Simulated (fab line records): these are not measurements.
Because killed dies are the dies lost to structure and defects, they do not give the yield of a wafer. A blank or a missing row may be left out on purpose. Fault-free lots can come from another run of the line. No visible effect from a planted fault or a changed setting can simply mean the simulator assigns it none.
Which of the tools did it? | flow gf180mcu | Sampling: 12 lots, 36 wafers, 6 of 602 route steps

WHAT THE GAUGES SHOWED, per wafer
GF_STI_THK_MEAS_04. Usual: for STI_CVD_03_THK the level is 206.3 nm and the standard deviation is 2.4.
lot  | measured    | on            | STI_CVD_03_THK (nm) | flag
L983 | day 1 23:34 | film metro-01 | 209.0 208.3 209.4   |
L984 | day 2 04:34 | film metro-01 | 158.9 156.9 163.0   | OFF
L985 | day 2 13:59 | film metro-02 | 208.1 207.6 207.4   |
L986 | day 2 17:47 | film metro-01 | 185.5 193.1 197.9   | OFF
L987 | day 2 23:50 | film metro-02 | 160.3 157.0 159.9   | OFF
L996 | day 4 17:16 | film metro-02 | 203.7 203.2 202.1   |
L999 | day 5 07:34 | film metro-01 | 207.0 206.4 207.6   |
L100 | day 5 12:34 | film metro-04 | 207.9 209.3 207.5   |
L101 | day 5 18:17 | film metro-04 | 204.5 204.6 204.4   |
L102 | day 5 22:59 | film metro-02 | 206.8 206.5 205.2   |
L103 | day 6 03:34 | film metro-01 | 206.9 205.6 206.1   |
L104 | day 6 08:49 | film metro-04 | 205.0 204.5 205.9   |

GF_HV_LDD_THK_MEAS_55. Usual: for HV_LDD_CVD_54_THK the level is 9.98 nm and the standard deviation is 0.13.
lot  | measured     | on            | HV_LDD_CVD_54_THK (nm) | flag
L983 | day 13 09:22 | film metro-04 | 10.01 9.96 9.93        |
L984 | day 13 13:52 | film metro-03 | 9.98 10.16 9.98        |
L985 | day 13 21:34 | film metro-02 | 9.90 9.90 9.83         |
L986 | day 14 04:25 | film metro-03 | 9.92 9.72 9.84         |
L987 | day 14 19:46 | film metro-02 | 9.96 10.05 9.93        |
L996 | day 17 09:25 | film metro-04 | 10.20 10.13 10.12      |
L999 | day 18 13:37 | film metro-04 | 9.91 9.85 9.84         |
L100 | day 18 19:39 | film metro-02 | 10.13 10.22 10.06      |
L101 | day 19 00:59 | film metro-02 | 9.96 10.06 9.92        |
L102 | day 19 12:31 | film metro-04 | 9.93 9.95 9.92         |
L103 | day 19 18:05 | film metro-02 | 10.05 9.96 10.14       |
L104 | day 19 23:20 | film metro-04 | 9.91 9.98 9.92         |

GF_M1_OVL_MEAS_15. Usual: for M1_OVL the level is 2 nm and the standard deviation is 6.
lot  | measured     | on         | M1_OVL (nm) | flag
L983 | day 18 03:29 | overlay-02 | 7 4 -1      |
L984 | day 18 09:10 | overlay-02 | -1 8 -1     |
L985 | day 18 19:14 | overlay-01 | -9 -1 -6    |
L986 | day 19 03:41 | overlay-02 | 4 9 3       |
L987 | day 19 20:09 | overlay-02 | -4 5 9      |
L996 | day 22 14:20 | overlay-01 | 8 -3 -2     |
L999 | day 23 18:39 | overlay-02 | 1 0 1       |
L100 | day 24 00:32 | overlay-01 | 5 6 6       |
L101 | day 24 05:14 | overlay-01 | 1 2 -2      |
L102 | day 24 14:35 | overlay-02 | 9 5 8       |
L103 | day 24 19:14 | overlay-02 | 5 -1 -1     |
L104 | day 25 02:14 | overlay-02 | 3 4 -1      |

WHICH TOOL RAN EACH LOT (tool, then ch and the chambers of the sampled wafers, then the start)
lot  | GF_STI_CVD_03              | GF_STI_ETCH_13                    | GF_M1_SPUTTER_03
L983 | lpcvd-02 ch 0, day 1 21:34 | rie diel-03 ch 0,1,2, day 2 11:53 | pvd sputter-03, day 17 04:19
L984 | lpcvd-02 ch 0, day 2 02:34 | rie diel-02 ch 0,1,2, day 2 16:26 | pvd sputter-03, day 17 10:22
L985 | lpcvd-01 ch 1, day 2 12:00 | rie diel-01 ch 1,2,3, day 3 01:25 | pvd sputter-01, day 17 19:24
L986 | lpcvd-02 ch 0, day 2 15:46 | rie diel-01 ch 1,2, day 3 04:56   | pvd sputter-04, day 18 03:09
L987 | lpcvd-02 ch 0, day 2 21:52 | rie diel-02 ch 0,1,2, day 3 11:58 | pvd sputter-03, day 18 19:24
L996 | lpcvd-01 ch 0, day 4 15:17 | rie diel-02 ch 1,2, day 5 06:29   | pvd sputter-04, day 21 14:46
L999 | lpcvd-01 ch 1, day 5 05:34 | rie diel-02 ch 0,1,2, day 5 21:34 | pvd sputter-04, day 22 19:31
L100 | lpcvd-01 ch 0, day 5 10:34 | rie diel-01 ch 0,2, day 6 03:38   | pvd sputter-01, day 23 01:02
L101 | lpcvd-02 ch 1, day 5 16:18 | rie diel-01 ch 0,2, day 6 09:02   | pvd sputter-03, day 23 06:11
L102 | lpcvd-01 ch 1, day 5 20:59 | rie diel-03 ch 1,2,3, day 6 13:41 | pvd sputter-04, day 23 16:11
L103 | lpcvd-01 ch 0, day 6 01:34 | rie diel-02 ch 1,3, day 6 18:59   | pvd sputter-04, day 23 20:52
L104 | lpcvd-02 ch 1, day 6 06:48 | rie diel-01 ch 1,2,3, day 7 00:08 | pvd sputter-01, day 24 03:40
- GF_STI_CVD_03: deposits Si3N4 from DCS/NH3, target thk 207.16 nm, time 3551 s.
- GF_STI_ETCH_13: etches the open film in CHF3/O2, stops on Si, target depth 282.31 nm, time 112.9 s.
- GF_M1_SPUTTER_03: material Ti, target thk 10 nm, time 6.7 s.

WHAT THE TOOLS THEMSELVES READ (means of the sampled wafers that have a number; where no wafer has one, the mark that the record gives instead)
GF_STI_CVD_03. Usual: spike tc centre C 770.3 C, standard deviation 1.2; spike tc lower C 770.4 C, standard deviation 1.1; spike tc upper C 770.2 C, standard deviation 1.5; susceptor temp C 770.0 C, standard deviation 0.35; zone power centre pct 13.3 %, standard deviation 0.79; zone power lower pct 13.7 %, standard deviation 0.56; zone power upper pct 12.6 %, standard deviation 1.6.
lot  | tool     | spike tc centre C (C) | spike tc lower C (C) | spike tc upper C (C) | susceptor temp C (C) | zone power centre pct (%) | zone power lower pct (%) | zone power upper pct (%) | flag
L983 | lpcvd-02 | 770.9                 | 770.6                | 771.7                | 769.5                | 12.5                      | 13.6                     | 13.1                     |
L984 | lpcvd-02 | 736.0                 | 774.6                | 775.0                | 769.7                | 4.0                       | 18.2                     | 17.6                     | OFF
L985 | lpcvd-01 | 770.9                 | 769.5                | 767.3                | 770.3                | 13.8                      | 14.6                     | 12.2                     |
L986 | lpcvd-02 | 735.6                 | 775.5                | 776.1                | 769.9                | 4.1                       | 18.3                     | 17.6                     | OFF
L987 | lpcvd-02 | 735.7                 | 774.3                | 775.7                | 770.5                | 4.1                       | 18.5                     | 17.7                     | OFF
L996 | lpcvd-01 | 769.5                 | 770.4                | 771.8                | 769.8                | 14.3                      | 13.5                     | 14.3                     |
L999 | lpcvd-01 | 771.4                 | 769.7                | 767.3                | 769.6                | 13.8                      | 14.8                     | 11.9                     |
L100 | lpcvd-01 | 768.2                 | 770.6                | 770.5                | 770.1                | 14.1                      | 13.4                     | 14.3                     |
L101 | lpcvd-02 | 770.9                 | 770.6                | 769.8                | 770.0                | 12.6                      | 13.4                     | 9.4                      |
L102 | lpcvd-01 | 769.8                 | 769.5                | 767.7                | 770.4                | 13.7                      | 14.8                     | 12.1                     |
L103 | lpcvd-01 | 769.3                 | 770.4                | 770.6                | 770.4                | 14.3                      | 13.5                     | 14.4                     |
L104 | lpcvd-02 | 770.0                 | 772.0                | 769.5                | 770.0                | 12.6                      | 13.3                     | 9.3                      |

GF_STI_ETCH_13. Usual: drypump motor current A 5.7 A, standard deviation 0.39; oes product au 0.831 a.u., standard deviation 0.0066; throttle valve pct 8.810 %, standard deviation 0.0086.
lot  | tool        | drypump motor current A (A) | oes product au (a.u.) | throttle valve pct (%) | flag
L983 | rie diel-03 | 5.6                         | 0.838                 | 8.818                  |
L984 | rie diel-02 | 6.0                         | 0.727                 | 8.782                  | OFF
L985 | rie diel-01 | 5.6                         | 0.829                 | 8.807                  |
L986 | rie diel-01 | 5.6                         | 0.799                 | 8.797                  | OFF
L987 | rie diel-02 | 6.0                         | 0.730                 | 8.785                  | OFF
L996 | rie diel-02 | 5.8                         | 0.823                 | 8.812                  |
L999 | rie diel-02 | 6.0                         | 0.828                 | 8.815                  |
L100 | rie diel-01 | 6.1                         | 0.834                 | 8.812                  |
L101 | rie diel-01 | 6.1                         | 0.829                 | 8.802                  |
L102 | rie diel-03 | 5.6                         | 0.829                 | 8.806                  |
L103 | rie diel-02 | 5.7                         | 0.830                 | 8.819                  |
L104 | rie diel-01 | 5.7                         | 0.830                 | 8.806                  |

GF_M1_SPUTTER_03. Usual: throttle valve pct reads 29.9 % (standard deviation 1).
lot  | tool           | throttle valve pct (%) | flag
L983 | pvd sputter-03 | 29.1                   |
L984 | pvd sputter-03 | 30.6                   |
L985 | pvd sputter-01 | 28.9                   |
L986 | pvd sputter-04 | 30.0                   |
L987 | pvd sputter-03 | 28.9                   |
L996 | pvd sputter-04 | 30.3                   |
L999 | pvd sputter-04 | 30.0                   |
L100 | pvd sputter-01 | 29.3                   |
L101 | pvd sputter-03 | 30.1                   |
L102 | pvd sputter-04 | 30.3                   |
L103 | pvd sputter-04 | 30.3                   |
L104 | pvd sputter-01 | 29.7                   |

THE ANSWER, worked out from the rows above alone
Rule: take the mean of a lot's wafers that have a number; if it is more than 3 standard deviations from the usual mean, the lot is off. A lot without any number at a reading at which 4 lots or more have one is off too. Where the step has rows for the other lots, those lots are counted as sound. The gauges are gone through in route order, then the tools' own readings, and for those a lot's mean is taken as printed above. The first step at which some lot is off is used, and at that step the reading that is off furthest; a lot without a number counts as furthest.
Off: at GF_STI_THK_MEAS_04 (STI_CVD_03_THK), L984, L986, L987.
A tool fits if, at a process step before that reading, it ran every lot that is off, and no sound lot after the first of them. Not tried: the gauges at GF_STI_THK_MEAS_04; whatever is off there is also off at GF_STI_CVD_03, on other tools, and gauge error can't account for it. Of those tried, none fits.

WHAT HAD BEEN PUT IN BY THE SIMULATOR
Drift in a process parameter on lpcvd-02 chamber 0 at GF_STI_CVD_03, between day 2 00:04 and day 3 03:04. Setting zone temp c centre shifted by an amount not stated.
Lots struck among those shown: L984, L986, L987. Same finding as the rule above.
